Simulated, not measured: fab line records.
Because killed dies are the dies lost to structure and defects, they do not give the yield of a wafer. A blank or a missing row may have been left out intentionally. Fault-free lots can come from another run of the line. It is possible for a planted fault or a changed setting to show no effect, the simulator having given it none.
Chamber matching    flow gf180mcu    GF_STI_ETCH_14 on rie si-01: 4 sister chambers
The step etches Si in HBr/Cl2/O2, target depth 360 nm, time 102.9 s. 18 wafers are shown with their chamber, then 9 later ones without.

== WAFERS PAIRED WITH THEIR CHAMBERS ==
wafer   chamber  drypump motor current A (A)  oes product au (a.u.)  HBr_flow_sccm (sccm)
L178.1  2        5.9                          0.994                  149.5
L178.2  0        5.6                          1.027                  149.6
L178.3  1        6.1                          1.023                  149.8
L179.1  0        5.5                          1.023                  150.4
L179.5  3        5.6                          1.027                  149.7
L179.6  0        5.5                          1.024                  149.8
L181.2  2        6.0                          1.001                  149.5
L181.3  0        5.5                          1.024                  150.2
L181.4  1        6.1                          1.020                  150.6
L184.1  0        5.5                          1.023                  149.6
L184.5  3        5.6                          1.024                  150.5
L184.6  2        5.9                          0.996                  149.4
L189.1  3        5.6                          1.012                  149.4
L189.5  0        5.5                          1.023                  150.8
L189.6  1        6.1                          1.022                  150.2
L190.2  0        5.5                          1.016                  150.4
L190.4  1        6.1                          1.023                  150.3
L190.5  1        6.1                          1.011                  149.9

SIGNATURES (means of the wafers above)
reading                  chamber 0  chamber 1  chamber 2  chamber 3  scatter within a chamber
drypump motor current A  5.514      6.100      5.933      5.600      0.033
oes product au           1.02286    1.01980    0.99700    1.02100    0.00479
HBr_flow_sccm            150.114    150.160    149.467    149.867    0.408
Rule: for each reading, subtract the chamber's mean from the wafer's reading, divide by that reading's scatter and square the result; add these up over the readings and take the root, which gives the wafer's distance from the chamber. The wafer belongs to the nearest chamber; if the next one is less than 2 further off, it can't be placed. The scatter is the square root of a quotient: the sum, over the shown wafers, of each reading's squared deviation from its chamber's mean, divided by wafers minus chambers.

== WAFERS WHOSE CHAMBER IS MISSING ==
wafer   drypump motor current A (A)  oes product au (a.u.)  HBr_flow_sccm (sccm)
L191.2  5.5                          1.027                  150.7
L191.5  5.9                          0.999                  150.6
L191.6  6.1                          1.026                  149.6
L198.2  5.6                          1.007                  149.1
L198.4  5.5                          1.032                  150.7
L198.5  6.1                          1.033                  150.5
L199.1  5.6                          1.016                  150.5
L199.3  6.1                          1.022                  150.0
L199.6  6.0                          0.991                  150.4

== CHAMBER TAKEN BY EACH ==
wafer   from the rows above      in truth
L191.2  0                        0
L191.5  2                        2
L191.6  1                        1
L198.2  can't be placed: 3 or 0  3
L198.4  can't be placed: 0 or 3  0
L198.5  1                        1
L199.1  can't be placed: 3 or 0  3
L199.3  1                        1
L199.6  2                        2
Correct placement for 6 of the 9. Can't be placed from these rows: 3 (the true chamber is among the candidates in 3). Number placed wrongly: 0.
